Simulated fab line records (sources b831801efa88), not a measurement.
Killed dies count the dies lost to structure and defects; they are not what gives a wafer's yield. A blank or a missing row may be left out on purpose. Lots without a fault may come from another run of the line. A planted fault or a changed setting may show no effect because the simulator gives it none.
Comparing a struck lot with a sound one || flow sky130 || 15 steps out of a route of 708
Sound: these wafers, L341.1, L341.3, L341.4. Struck: wafer L329.4 (left out: L329.6, a lot-mate that was not struck); the cause follows at the end.
Order at every step that has rows: each side's tool, ch and its chambers, its first start. Under that, the readings that differ: sound wafers || struck wafers || difference of the means || sigmas: that difference in standard deviations of wafers without a fault.
alike: words and numbers the same on both sides, and readings whose means are apart by under 2 such deviations; not compared: readings that were withheld, readings missing a value for some wafer, numbers with overlapping values and no deviation given by the record, and bounds like >300 which may hide the same value.
A row with sigmas, a row that says differs or no value, or rows on one side alone: a step with any of these is where the two part. When numbers do not overlap yet have no deviation, they are printed without sigmas and do not part them. Lack of a reading on every wafer of one side parts them only where that side has two or more wafers.

first, 3 steps without rows for these wafers: SKY_VIA2_STRIP_17 (strips in post etch residue remover, time 1200 s); SKY_VIA2_CLEAN_18 (cleans in IPA, time 180 s); SKY_VIA2_CLEAN_19 (cleans in O3/DIW).
SKY_VIA2_SPUTTER_20: material TiN, target thk 20 nm, time 80 s.
  sound on pvd-sputter-04, day 42 22:43; struck on pvd-sputter-04, day 39 02:37
  alike: throttle-valve-pct
SKY_VIA2_CVD_21: deposits W, target thk 420 nm, time 126.4 s.
  sound on cvd-w-01 ch 0,1, day 42 22:47; struck on cvd-w-01 ch 1, day 39 02:41
  alike: chamber-pressure-Torr, heater-power-w
SKY_VIA2_RS_MEAS_22: a four-point-probe measurement.
  sound on film-metro-03, day 42 22:55; struck on film-metro-03, day 39 02:50
  alike: VIA2_W_RS
SKY_VIA2_THK_MEAS_23: measures by xrf.
  sound on film-metro-03, day 42 23:02; struck on film-metro-03, day 39 02:56
  alike: VIA2_W_THK
then, 3 steps without rows for these wafers: SKY_VIA2_CMP_24 (polishes, stops on SiO2, t overpolish 20 s, target thk 0 nm); SKY_METAL3_SPUTTER_00 (material Ti, target thk 15 nm, time 10 s); SKY_METAL3_SPUTTER_01 (material TiN, target thk 20 nm, time 16.7 s).
SKY_METAL3_SPUTTER_02: material AlCu, target thk 735 nm, time 39.1 s.
  sound on pvd-sputter-02, day 42 23:26; struck on pvd-sputter-02, day 39 03:19
  alike: throttle-valve-pct
SKY_METAL3_SPUTTER_03: material Ti, target thk 5 nm, time 3.3 s.
  sound on pvd-sputter-02, day 42 23:29; struck on pvd-sputter-02, day 39 03:21
  alike: throttle-valve-pct
SKY_METAL3_SPUTTER_04: material TiN, target thk 70 nm, time 58.3 s.
  sound on pvd-sputter-02, day 42 23:30; struck on pvd-sputter-02, day 39 03:22
{"reading": "model.TiN_of_METAL3_SPUTTER_04.thk-nm (nm)", "sound": "70.16 70.75 70.98", "struck": 94.61, "difference": "+23.98", "sigmas": ""}
  alike: throttle-valve-pct
SKY_CAPM_CVD_00: deposits SiO2, target thk 15.5 nm.
  sound on pecvd-02 ch 0,1,2, day 42 23:33; struck on pecvd-01 ch 2, day 39 03:25
  alike: heater-power-w
-- the record jumps here: 9 days lie between the struck wafers' starts before and after (it left off in module CAPM and takes up again in module PAD_OPEN, whose first step shown is number 708 of the route) --
SKY_PAD_OPEN_PROBE_99:
  sound on prober-01, day 50 21:05; struck on prober-01, day 47 22:29
{"reading": "killed_at_M0_to_M3", "sound": "51 53 53", "struck": 37, "difference": -15, "sigmas": -2}
{"reading": "killed-short", "sound": "48 40 51", "struck": 29, "difference": -17, "sigmas": -3}
{"reading": "model.etest.via3-chain.rc-ohm", "sound": "9.631 9.896 9.73", "struck": 10.49, "difference": "+0.74", "sigmas": ""}
  alike: defect-limited-yield, killed_at_M4_up, killed-at-contacts, killed-at-front-end, killed-at-other, killed-dies, killed-open, sort_bin_3_pad_short, sort_bin_5_function, sort_bin_6_memory, sort-n-pass, sort-yield-pct

WHERE THEY PART
Within this record, at SKY_PAD_OPEN_PROBE_99 only.

WHY: the cause the simulator had injected
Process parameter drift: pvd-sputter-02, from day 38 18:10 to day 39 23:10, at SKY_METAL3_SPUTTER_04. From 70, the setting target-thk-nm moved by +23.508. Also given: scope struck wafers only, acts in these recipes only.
